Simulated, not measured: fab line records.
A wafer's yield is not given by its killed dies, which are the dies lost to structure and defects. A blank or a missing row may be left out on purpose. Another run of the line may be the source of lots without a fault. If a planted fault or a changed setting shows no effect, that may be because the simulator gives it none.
Matching of chambers | flow sky130 | 4 sister chambers for SKY_VIA2_CMP_02 on cmp-02
The step polishes SiO2. 8 wafers are shown with their chamber, then 9 later ones without.

== EACH WAFER AND ITS CHAMBER ==
wafer  | chamber | motor current A (A)
L413.4 | 3       | 10.1
L413.5 | 2       | 9.2
L415.1 | 1       | 11.9
L415.6 | 0       | 10.5
L416.2 | 3       | 10.4
L416.5 | 1       | 12.1
L416.6 | 0       | 10.1
L420.1 | 2       | 10.2

== WAFERS MISSING THEIR CHAMBER ==
wafer  | motor current A (A)
L420.5 | 10.8
L420.6 | 10.8
L421.3 | 12.6
L421.5 | 9.5
L422.2 | 11.9
L422.4 | 10.2
L427.1 | 9.4
L427.3 | 9.8
L427.5 | 10.2

== WHICH CHAMBER EACH WENT THROUGH ==
wafer  | from the rows above               | in truth
L420.5 | can't be placed: 0 or 3 or 2 or 1 | 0
L420.6 | can't be placed: 0 or 3 or 2 or 1 | 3
L421.3 | 1                                 | 1
L421.5 | can't be placed: 2 or 3 or 0      | 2
L422.2 | 1                                 | 1
L422.4 | can't be placed: 3 or 0 or 2      | 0
L427.1 | can't be placed: 2 or 3 or 0      | 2
L427.3 | can't be placed: 2 or 3 or 0      | 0
L427.5 | can't be placed: 3 or 0 or 2      | 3
Correct placement for 2 of the 9. From these rows, 7 cannot be placed; in 7 the true chamber is one of the candidates. Number placed wrongly: 0.
How it was worked out, from the rows above alone: a wafer's distance from a chamber is the root of the sum, over the readings, of the square of ((its reading less the chamber's mean) divided by the reading's scatter). The wafer belongs to the nearest chamber; if the next one is less than 2 further off, it can't be placed. A chamber's mean is the mean of its shown wafers. The scatter is the square root of a quotient: the sum, over the shown wafers, of each reading's squared deviation from its chamber's mean, divided by wafers minus chambers.
